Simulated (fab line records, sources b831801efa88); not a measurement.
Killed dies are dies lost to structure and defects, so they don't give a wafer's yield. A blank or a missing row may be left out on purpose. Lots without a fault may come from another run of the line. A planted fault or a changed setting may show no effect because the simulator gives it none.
fab line records | flow gf180mcu | part 1 of 2: steps 1 to 30 of 41
record lots=5 wafers=15 last_day=33
route steps=602 shown SAB@267 SALICIDE@278 CONTACT@287
lots that met no fault: from a run of the same line without faults
start_h: hours from the record's first day to the start of the lot's first wafer shown | wait_h: hours since the lot's step before | " the same as in the row above | L1.1+2: a row that stands for several wafers | - no value, or no start given | * or withheld: withheld | < > ~ a bound
route shown NAME@n: a module of which the file shows steps, and the number in the route of the first | usual: mean/standard deviation of fault-free wafers | same: alike in all rows | chamber/n: place in a boat | sites: the reading at each site | _std_site: their standard deviation | _edge_site: outer sites' mean less inner sites' | radius_mm: how far each site lies from the wafer's centre | mask NAME#n: copy n | behind: the tool/chamber that last shaped the wafer | hold: why the lot was held/for how many hours/how that ended | device: the transistor (n, p or np) that didn't switch | end of line: the same wafers' tests at the end of the route | a step without rows: its recipe alone | killed: dies lost to structure and defects at the first sort, not the wafer's yield | map: a wafer's dies, x killed, . not, _ none there
set.NAME: the setting as run; set.NAME@STEP: as run at that earlier step | model.NAME: the simulator's own value behind a step, which no gauge read
lots at some steps of the route; a table a step, a row a wafer
services: from which hour (start_h, from the record's first day; less than 0 if before it) a tool's chamber was out of use, for how many hours, and why
## steps
# step GF_SAB_HMDS_03
# recipe prime_time_s=60 prime_temp_c=120
# columns lot.wafer tool chamber start_h wait_h
L075.1+3+6 litho_track-04 0 338.03 0.1
L081.1+2+5 litho_track-03 0 385.37 0.1
L084.1+2+4 litho_track-02 0 412.48 0.1
L088.1+2+3 litho_track-04 0 451.38 0.1
L091.1+2+5 litho_track-02 0 473.23 0.1
# step GF_SAB_COAT_04
# recipe resist=NOVOLAK spin_rpm=3000 resist_thk_nm=988.1
# columns lot.wafer tool chamber start_h wait_h
L075.1+3+6 litho_track-04 0 338.18 0.1
L081.1+2+5 litho_track-03 0 385.52 0.1
L084.1+2+4 litho_track-02 0 412.63 0.1
L088.1+2+3 litho_track-04 0 451.53 0.1
L091.1+2+5 litho_track-02 0 473.38 0.1
# step GF_SAB_SOFTBAKE_05
# recipe temp_c=90 time_s=60 resist=NOVOLAK
# columns lot.wafer tool chamber start_h wait_h
L075.1+3+6 litho_track-04 0 338.33 0.1
L081.1+2+5 litho_track-03 0 385.67 0.1
L084.1+2+4 litho_track-02 0 412.78 0.1
L088.1+2+3 litho_track-04 0 451.68 0.1
L091.1+2+5 litho_track-02 0 473.53 0.1
# step GF_SAB_EXPOSE_06
# recipe mask_id=SAB target_cd_nm=420 na=0.6 source_shape=conventional sigma_outer=0.6 dose_mj=140
# same sigma_outer=0.6
# columns lot.wafer tool chamber start_h wait_h mask
L075.1+3+6 iline_stepper-02 0 - - SAB#0
L081.1+2+5 iline_stepper-01 0 - - SAB#0
L084.1+2+4 iline_stepper-02 0 - - SAB#0
L088.1+2+3 iline_stepper-01 0 - - SAB#0
L091.1+2+5 iline_stepper-01 0 - - SAB#0
# step GF_SAB_PEB_07
# recipe temp_c=withheld time_s=* resist=NOVOLAK
# columns lot.wafer tool chamber start_h wait_h
L075.1+3+6 litho_track-04 0 - -
L081.1+2+5 litho_track-02 0 - -
L084.1+2+4 litho_track-02 0 - -
L088.1+2+3 litho_track-04 0 - -
L091.1+2+5 litho_track-03 0 - -
# step GF_SAB_DEVELOP_08
# recipe develop_time_s=60 dev_temp_c=23
# columns lot.wafer tool chamber start_h wait_h
L075.1+3+6 litho_track-04 0 348.78 0.1
L081.1+2+5 litho_track-02 0 397.33 0.1
L084.1+2+4 litho_track-02 0 425.13 0.1
L088.1+2+3 litho_track-04 0 462.68 0.1
L091.1+2+5 litho_track-03 0 486.17 0.1
# step GF_SAB_CD_MEAS_09
# recipe target_cd_nm=420
# usual cd_nm=420.2/2.4
# columns lot.wafer tool chamber start_h wait_h cd_nm
L075.1 cd_sem-02 - 348.93 0.1 414.2
L075.3 " - " " 415.3
L075.6 " - " " 416.3
L081.1 cd_sem-01 - 397.48 0.1 414.9
L081.2 " - " " 414.4
L081.5 " - " " 417.2
L084.1 cd_sem-02 - 425.28 0.1 421.1
L084.2 " - " " 420.6
L084.4 " - " " 419.9
L088.1 cd_sem-01 - 462.83 0.1 419.4
L088.2 " - " " 420.8
L088.3 " - " " 419.7
L091.1 cd_sem-02 - 486.32 0.1 419.3
L091.2 " - " " 417.8
L091.5 " - " " 418.4
# step GF_SAB_OVL_MEAS_10
# usual SAB_OVL=-0.6/1.2
# columns lot.wafer tool chamber start_h wait_h SAB_OVL[nm]
L075.1 overlay-02 - 349.05 0.1 -3.2
L075.3 " - " " -1.5
L075.6 " - " " -3.9
L081.1 overlay-02 - 397.60 0.1 -1.2
L081.2 " - " " -0.4
L081.5 " - " " -1.4
L084.1 overlay-01 - 425.40 0.1 -2.4
L084.2 " - " " -2.3
L084.4 " - " " -0.9
L088.1 overlay-02 - 462.95 0.1 1.5
L088.2 " - " " 0.5
L088.3 " - " " -0.1
L091.1 overlay-01 - 486.44 0.1 -1.1
L091.2 " - " " -0.8
L091.5 " - " " -0.2
# step GF_SAB_ETCH_11
# recipe chemistry=C4F8/O2/Ar mask_material=NOVOLAK target=SiO2 target_depth_nm=55 source_w=1500 bias_w=1200 pressure_mtorr=40 c4f8_flow_sccm=withheld O2_flow_sccm=6 Ar_flow_sccm=300 time_s=8.5
# usual oes_product_au=0.999/0.011
# columns lot.wafer tool chamber start_h wait_h oes_product_au rf_hours_counter_h
L075.1 rie_diel-04 0 349.09 0.0 1.008 1
L075.3 " 2 " " 0.996 8
L075.6 " 0 " " 0.982 -
L081.1 rie_diel-04 0 397.64 0.0 0.991 3
L081.2 " 3 " " 1.010 15
L081.5 " 3 " " 1.009 -
L084.1 rie_diel-01 0 425.44 0.0 1.007 2
L084.2 " 3 " " 0.979 65
L084.4 " 2 " " 1.000 99
L088.1 rie_diel-02 0 462.99 0.0 0.994 47
L088.2 " 3 " " 0.976 0
L088.3 " 1 " " 0.988 13
L091.1 rie_diel-01 0 486.47 0.0 1.005 3
L091.2 " 1 " " 1.000 71
L091.5 " 3 " " 0.980 -
# step GF_SAB_WET_ETCH_12
# recipe chemistry=dHF target_depth_nm=22 dry=n2_spin target=SiO2 temp_c=25 dilution=100:1 time_s=440
# usual bath_heat_duty_pct=6.1/0.62
# columns lot.wafer tool chamber start_h wait_h bath_heat_duty_pct
L075.1 wet_bench-04 3 349.11 0.0 5.7
L075.3 " 3 " " 6.9
L075.6 " 3 " " 5.6
L081.1 wet_bench-04 0 397.66 0.0 6.3
L081.2 " 0 " " 5.8
L081.5 " 0 " " 6.0
L084.1 wet_bench-04 1 425.46 0.0 5.6
L084.2 " 1 " " 5.2
L084.4 " 1 " " 5.1
L088.1 wet_bench-03 1 463.01 0.0 6.5
L088.2 " 1 " " 5.8
L088.3 " 1 " " 5.3
L091.1 wet_bench-03 1 486.50 0.0 6.3
L091.2 " 1 " " 6.4
L091.5 " 1 " " 6.4
# step GF_SAB_STRIP_13
# recipe chemistry=O2/N2 power_w=1400 pressure_mtorr=1500 platen_temp_c=250 o2_flow_sccm=3000 n2_flow_sccm=300 overash_fraction=0.5
# usual drypump_motor_current_A=5.6/0.61 heater_power_w=347/38 o2_flow_sccm=3000/9.8 oes_product_au=0.709/0.0045 strip_time_to_endpoint_s=12.47/0.032
# same overash_fraction=0.5
# columns lot.wafer tool chamber start_h wait_h drypump_motor_current_A heater_power_w o2_flow_sccm oes_product_au rf_hours_counter_h strip_time_to_endpoint_s
L075.1 plasma_asher-04 0 349.24 0.0 4.6 310 3005 0.714 76 12.45
L075.3 " 1 " " 5.7 415 3028 0.709 - 12.49
L075.6 " 1 " " 5.7 419 3007 0.708 - 12.47
L081.1 plasma_asher-01 0 397.79 0.0 5.9 368 2997 0.700 74 12.42
L081.2 " 1 " " 4.9 335 2993 0.707 74 12.46
L081.5 " 0 " " 5.9 378 2988 0.702 - 12.47
L084.1 plasma_asher-04 0 425.60 0.0 4.6 315 2989 0.714 83 12.55
L084.2 " 1 " " 5.7 417 2989 0.709 83 12.52
L084.4 " 1 " " 5.7 408 2995 0.711 - 12.55
L088.1 plasma_asher-02 0 463.29 0.0 6.3 328 2982 0.709 32 12.43
L088.2 " 1 " " 5.9 323 2978 0.702 32 12.47
L088.3 " 1 " " 5.9 334 2993 0.710 - 12.45
L091.1 plasma_asher-01 0 486.63 0.0 5.9 364 2993 0.703 6 12.43
L091.2 " 1 " " 4.9 358 2990 0.712 6 12.40
L091.5 " 1 " " 4.9 345 2997 0.706 - 12.45
# step GF_SALICIDE_CLEAN_00
# recipe chemistry=SC1/SC2 mix=1:4:20 temp_c=70 time_s=150
# usual bath_heat_duty_pct=13.7/1.3
# columns lot.wafer tool chamber start_h wait_h bath_heat_duty_pct
L075.1 wet_bench-01 0 349.34 0.1 13.5
L075.3 " 0 " " 13.5
L075.6 " 0 " " 13.2
L081.1 wet_bench-02 3 397.89 0.1 14.2
L081.2 " 3 " " 14.3
L081.5 " 3 " " 15.0
L084.1 wet_bench-01 3 425.70 0.1 12.8
L084.2 " 3 " " 13.3
L084.4 " 3 " " 13.3
L088.1 wet_bench-01 3 463.39 0.1 15.1
L088.2 " 3 " " 14.8
L088.3 " 3 " " 14.2
L091.1 wet_bench-02 3 486.73 0.1 14.2
L091.2 " 3 " " 15.2
L091.5 " 3 " " 14.3
# step GF_SALICIDE_WET_ETCH_01
# recipe chemistry=dHF target_depth_nm=5 dry=ipa_marangoni target=SiO2 temp_c=25 dilution=100:1 time_s=100
# usual bath_heat_duty_pct=6.2/0.7
# columns lot.wafer tool chamber start_h wait_h bath_heat_duty_pct
L075.1 wet_bench-04 1 349.39 0.0 5.4
L075.3 " 1 " " 5.3
L075.6 " 1 " " 6.1
L081.1 wet_bench-01 2 397.94 0.0 7.8
L081.2 " 2 " " 7.7
L081.5 " 2 " " 8.0
L084.1 wet_bench-04 3 425.80 0.0 6.3
L084.2 " 3 " " 5.3
L084.4 " 3 " " 6.6
L088.1 wet_bench-04 2 463.45 0.0 5.7
L088.2 " 2 " " 6.2
L088.3 " 2 " " 6.1
L091.1 wet_bench-04 1 486.78 0.0 5.4
L091.2 " 1 " " 5.6
L091.5 " 1 " " 5.5
# step GF_SALICIDE_SPUTTER_02
# recipe material=Co target_thk_nm=10 power_w=1000 time_s=20 chamber_pressure_pa=0.4
# usual throttle_valve_pct=30.1/1.1
# columns lot.wafer tool chamber start_h wait_h throttle_valve_pct
L075.1 pvd_sputter-01 - 349.43 0.0 30.4
L075.3 " - " " 30.9
L075.6 " - " " 29.6
L081.1 pvd_sputter-04 - 397.98 0.0 31.4
L081.2 " - " " 32.0
L081.5 " - " " 31.2
L084.1 pvd_sputter-02 - 425.84 0.0 28.3
L084.2 " - " " 30.7
L084.4 " - " " 29.2
L088.1 pvd_sputter-04 - 463.49 0.0 31.3
L088.2 " - " " 32.1
L088.3 " - " " 29.1
L091.1 pvd_sputter-02 - 486.81 0.0 28.1
L091.2 " - " " 29.0
L091.5 " - " " 30.6
# step GF_SALICIDE_SPUTTER_03
# recipe material=TiN target_thk_nm=20 power_w=6500 time_s=16.7 chamber_pressure_pa=0.4
# usual throttle_valve_pct=30.1/1.1
# columns lot.wafer tool chamber start_h wait_h throttle_valve_pct
L075.1 pvd_sputter-01 - 349.46 0.0 30.1
L075.3 " - " " 30.8
L075.6 " - " " 29.6
L081.1 pvd_sputter-04 - 398.00 0.0 31.3
L081.2 " - " " 31.8
L081.5 " - " " 31.4
L084.1 pvd_sputter-02 - 425.87 0.0 28.1
L084.2 " - " " 30.6
L084.4 " - " " 29.3
L088.1 pvd_sputter-04 - 463.51 0.0 31.3
L088.2 " - " " 31.8
L088.3 " - " " 29.1
L091.1 pvd_sputter-02 - 486.84 0.0 28.1
L091.2 " - " " 29.2
L091.5 " - " " 30.6
# step GF_SALICIDE_RS_MEAS_04
# recipe thk_meas_gauge=four-point-probe reads=TiN_of_SALICIDE_SPUTTER_03+Co_of_SALICIDE_SPUTTER_02
# usual SALICIDE_TIN_RS=16.5/0.33
# columns lot.wafer tool chamber start_h wait_h SALICIDE_TIN_RS[ohm/sq]
L075.1 film_metro-03 - 349.48 0.0 16.9
L075.3 " - " " 16.1
L075.6 " - " " 16.6
L081.1 film_metro-04 - 398.03 0.0 16.6
L081.2 " - " " 16.1
L081.5 " - " " 16.6
L084.1 film_metro-03 - 425.89 0.0 16.7
L084.2 " - " " 16.7
L084.4 " - " " 16.4
L088.1 film_metro-04 - 463.54 0.0 16.7
L088.2 " - " " 16.5
L088.3 " - " " 16.1
L091.1 film_metro-04 - 486.87 0.0 16.8
L091.2 " - " " 16.7
L091.5 " - " " 16.8
# step GF_SALICIDE_THK_MEAS_05
# recipe thk_meas_gauge=xrf reads=TiN_of_SALICIDE_SPUTTER_03
# usual SALICIDE_TIN_THK=19.86/0.27
# columns lot.wafer tool chamber start_h wait_h SALICIDE_TIN_THK[nm]
L075.1 film_metro-03 - 349.60 0.1 19.74
L075.3 " - " " 19.62
L075.6 " - " " 19.76
L081.1 film_metro-04 - 398.15 0.1 19.70
L081.2 " - " " 19.87
L081.5 " - " " 19.82
L084.1 film_metro-03 - 426.01 0.1 20.06
L084.2 " - " " 20.30
L084.4 " - " " 20.57
L088.1 film_metro-04 - 463.66 0.1 19.89
L088.2 " - " " 19.81
L088.3 " - " " 20.31
L091.1 film_metro-04 - 486.99 0.1 19.42
L091.2 " - " " 19.44
L091.5 " - " " 19.53
# step GF_SALICIDE_RTA_06
# recipe temp_c=530 time_s=30 ambient=N2
# usual chamber_o2_ppm=2.002/0.02 lamp_power_pct=7.39/0.21 wafer_temp_C_max=532.7/1.5
# columns lot.wafer tool chamber start_h wait_h chamber_o2_ppm lamp_power_pct wafer_temp_C_max
L075.1 rtp_anneal-02 0 349.66 0.1 1.994 7.13 532.9
L075.3 " 0 " " 2.018 7.12 534.2
L075.6 " 0 " " 2.012 7.13 534.7
L081.1 rtp_anneal-01 0 398.21 0.1 1.991 7.56 531.8
L081.2 " 0 " " 1.976 7.55 531.1
L081.5 " 0 " " 1.980 7.56 531.7
L084.1 rtp_anneal-01 0 426.07 0.1 2.018 7.55 531.6
L084.2 " 0 " " 1.985 7.55 531.6
L084.4 " 0 " " 1.974 7.55 531.5
L088.1 rtp_anneal-01 0 463.72 0.1 2.007 7.56 532.0
L088.2 " 0 " " 2.009 7.56 531.8
L088.3 " 0 " " 2.004 7.56 531.9
L091.1 rtp_anneal-01 0 487.05 0.1 2.005 7.56 530.9
L091.2 " 0 " " 2.022 7.56 531.4
L091.5 " 0 " " 2.015 7.57 531.8
# step GF_SALICIDE_WET_ETCH_07
# recipe chemistry=SPM target_depth_nm=120 dry=n2_spin
# columns lot.wafer tool chamber start_h wait_h
L075.1+3+6 wet_bench-04 3 349.76 0.1
L081.1+2+5 wet_bench-02 3 398.31 0.1
L084.1+2+4 wet_bench-02 0 426.17 0.1
L088.1+2+3 wet_bench-02 0 463.82 0.1
L091.1+2+5 wet_bench-02 1 487.15 0.1
# step GF_SALICIDE_RTA_08
# recipe temp_c=800 time_s=30 ambient=N2
# usual chamber_o2_ppm=2.002/0.027 lamp_power_pct=20.2/0.58 wafer_temp_C_max=804.9/2
# columns lot.wafer tool chamber start_h wait_h chamber_o2_ppm lamp_power_pct wafer_temp_C_max
L075.1 rtp_anneal-01 0 349.85 0.0 1.982 21.0 802.2
L075.3 " 0 " " 1.971 21.0 802.2
L075.6 " 0 " " 1.960 21.0 802.4
L081.1 rtp_anneal-02 0 398.40 0.0 1.991 19.8 807.8
L081.2 " 0 " " 1.985 19.8 806.9
L081.5 " 0 " " 1.969 19.8 806.6
L084.1 rtp_anneal-02 0 426.26 0.0 2.016 19.8 805.4
L084.2 " 0 " " 2.048 19.8 807.6
L084.4 " 0 " " 2.001 19.8 805.1
L088.1 rtp_anneal-02 0 463.91 0.0 2.066 19.8 806.9
L088.2 " 0 " " 2.034 19.8 806.5
L088.3 " 0 " " 2.020 19.8 805.2
L091.1 rtp_anneal-02 0 487.24 0.0 2.055 19.8 806.6
L091.2 " 0 " " 2.011 19.8 803.7
L091.5 " 0 " " 2.021 19.8 806.6
# step GF_CONTACT_CVD_00
# recipe material=SiO2 target_thk_nm=300 sigma_open_frac=0.3 temp_c=400 time_s=50 sih4_flow_sccm=60 pressure_mtorr=6
# columns lot.wafer tool chamber start_h wait_h
L075.1+3+6 hdpcvd-02 2,0,1 349.95 0.1
L081.1+2+5 hdpcvd-01 2 398.50 0.1
L084.1+2+4 hdpcvd-02 2,0,0 426.36 0.1
L088.1+2+3 hdpcvd-01 2,1,0 464.01 0.1
L091.1+2+5 hdpcvd-01 1,2,1 487.34 0.1
# step GF_CONTACT_THK_MEAS_01
# recipe reads=SiO2_of_CONTACT_CVD_00
# usual CONTACT_CVD_00_THK=299/3.1
# columns lot.wafer tool chamber start_h wait_h CONTACT_CVD_00_THK[nm]
L075.1 film_metro-01 - 350.00 0.0 296
L075.3 " - " " 296
L075.6 " - " " 298
L081.1 film_metro-04 - 398.64 0.1 306
L081.2 " - " " 305
L081.5 " - " " 303
L084.1 film_metro-02 - 426.41 0.0 301
L084.2 " - " " 299
L084.4 " - " " 299
L088.1 film_metro-04 - 464.05 0.0 297
L088.2 " - " " 298
L088.3 " - " " 297
L091.1 film_metro-04 - 487.38 0.0 297
L091.2 " - " " 296
L091.5 " - " " 301
# step GF_CONTACT_CVD_02
# recipe material=SiO2 target_thk_nm=860 precursor=TEOS temp_c=400 time_s=95.992 rf_w=600
# usual heater_power_w=644/110
# columns lot.wafer tool chamber start_h wait_h heater_power_w
L075.1 pecvd-02 0 350.06 0.1 852
L075.3 " 1 " " 525
L075.6 " 2 " " 816
L081.1 pecvd-01 2 398.70 0.1 672
L081.2 " 1 " " 684
L081.5 " 1 " " 563
L084.1 pecvd-04 0 426.47 0.1 759
L084.2 " 1 " " 557
L084.4 " 1 " " 552
L088.1 pecvd-04 0 464.11 0.1 669
L088.2 " 1 " " 558
L088.3 " 2 " " 615
L091.1 pecvd-01 0 487.44 0.1 611
L091.2 " 1 " " 602
L091.5 " 2 " " 665
# step GF_CONTACT_THK_MEAS_03
# recipe reads=SiO2_of_CONTACT_CVD_02
# usual CONTACT_CVD_02_THK=860/11
# columns lot.wafer tool chamber start_h wait_h CONTACT_CVD_02_THK[nm]
L075.1 film_metro-01 - 350.13 0.0 855
L075.3 " - " " 855
L075.6 " - " " 874
L081.1 film_metro-01 - 398.77 0.0 859
L081.2 " - " " 849
L081.5 " - " " 859
L084.1 film_metro-04 - 426.54 0.0 864
L084.2 " - " " 842
L084.4 " - " " 849
L088.1 film_metro-01 - 464.18 0.0 855
L088.2 " - " " 843
L088.3 " - " " 845
L091.1 film_metro-02 - 487.51 0.0 855
L091.2 " - " " 842
L091.5 " - " " 866
# step GF_CONTACT_CMP_04
# recipe material=SiO2 down_force_psi=4 platen_rpm=60 pad_velocity_m_s=0.94248
# usual motor_current_A=11.7/1.2 time_to_endpoint_s=108/5.6
# columns lot.wafer tool chamber start_h wait_h motor_current_A time_to_endpoint_s
L075.3 cmp-01 2 350.29 0.1 12.6 104
L075.1 " 3 " " 13.6 101
L075.6 " 1 " " 12.4 115
L081.1 cmp-02 2 398.93 0.1 10.4 111
L081.2 " 3 " " 10.7 97
L081.5 " 1 " " 11.6 112
L084.1 cmp-01 1 426.60 0.1 12.1 111
L084.4 " 2 " " 12.4 102
L084.2 " 3 " " 13.3 101
L088.3 cmp-01 2 464.24 0.0 12.3 100
L088.1 " 3 " " 14.4 106
L088.2 " 1 " " 12.2 106
L091.2 cmp-02 2 487.57 0.0 10.3 101
L091.1 " 1 " " 11.5 107
L091.5 " 3 " " 10.3 104
# step GF_CONTACT_BOW_MEAS_05
# recipe mode=bow
# usual CONTACT_BOW=64/7.8
# columns lot.wafer tool chamber start_h wait_h CONTACT_BOW[um]
L075.1 film_metro-02 - 350.49 0.1 49
L075.3 " - " " 61
L075.6 " - " " 54
L081.1 film_metro-04 - 399.13 0.1 58
L081.2 " - " " 66
L081.5 " - " " 73
L084.1 film_metro-02 - 426.90 0.2 75
L084.2 " - " " 68
L084.4 " - " " 67
L088.1 film_metro-04 - 464.54 0.2 77
L088.2 " - " " 71
L088.3 " - " " 68
L091.1 film_metro-01 - 487.87 0.1 72
L091.2 " - " " 61
L091.5 " - " " 64
# step GF_CONTACT_DEHYDRATE_06
# recipe temp_c=200 time_s=60
# columns lot.wafer tool chamber start_h wait_h
L075.1+3+6 litho_track-03 0 361.17 10.7
L081.1+2+5 litho_track-03 0 410.12 11.0
L084.1+2+4 litho_track-01 0 437.91 11.0
L088.1+2+3 litho_track-01 0 476.16 11.6
L091.1+2+5 litho_track-03 0 498.97 11.1
# step GF_CONTACT_HMDS_07
# recipe prime_time_s=60 prime_temp_c=120
# columns lot.wafer tool chamber start_h wait_h
L075.1+3+6 litho_track-03 0 361.32 0.1
L081.1+2+5 litho_track-03 0 410.27 0.1
L084.1+2+4 litho_track-01 0 438.06 0.1
L088.1+2+3 litho_track-01 0 476.31 0.1
L091.1+2+5 litho_track-03 0 499.12 0.1
# step GF_CONTACT_COAT_08
# recipe resist=BARC temp_c=withheld time_s=withheld spin_rpm=withheld resist_thk_nm=withheld
# columns lot.wafer tool chamber start_h wait_h
L075.1+3+6 litho_track-03 0 361.47 0.1
L081.1+2+5 litho_track-03 0 410.42 0.1
L084.1+2+4 litho_track-01 0 438.21 0.1
L088.1+2+3 litho_track-01 0 476.46 0.1
L091.1+2+5 litho_track-03 0 499.27 0.1
# step GF_CONTACT_COAT_09
# recipe resist=KrF spin_rpm=withheld resist_thk_nm=1000
# columns lot.wafer tool chamber start_h wait_h
L075.1+3+6 litho_track-03 0 - -
L081.1+2+5 litho_track-03 0 - -
L084.1+2+4 litho_track-01 0 - -
L088.1+2+3 litho_track-01 0 - -
L091.1+2+5 litho_track-03 0 - -
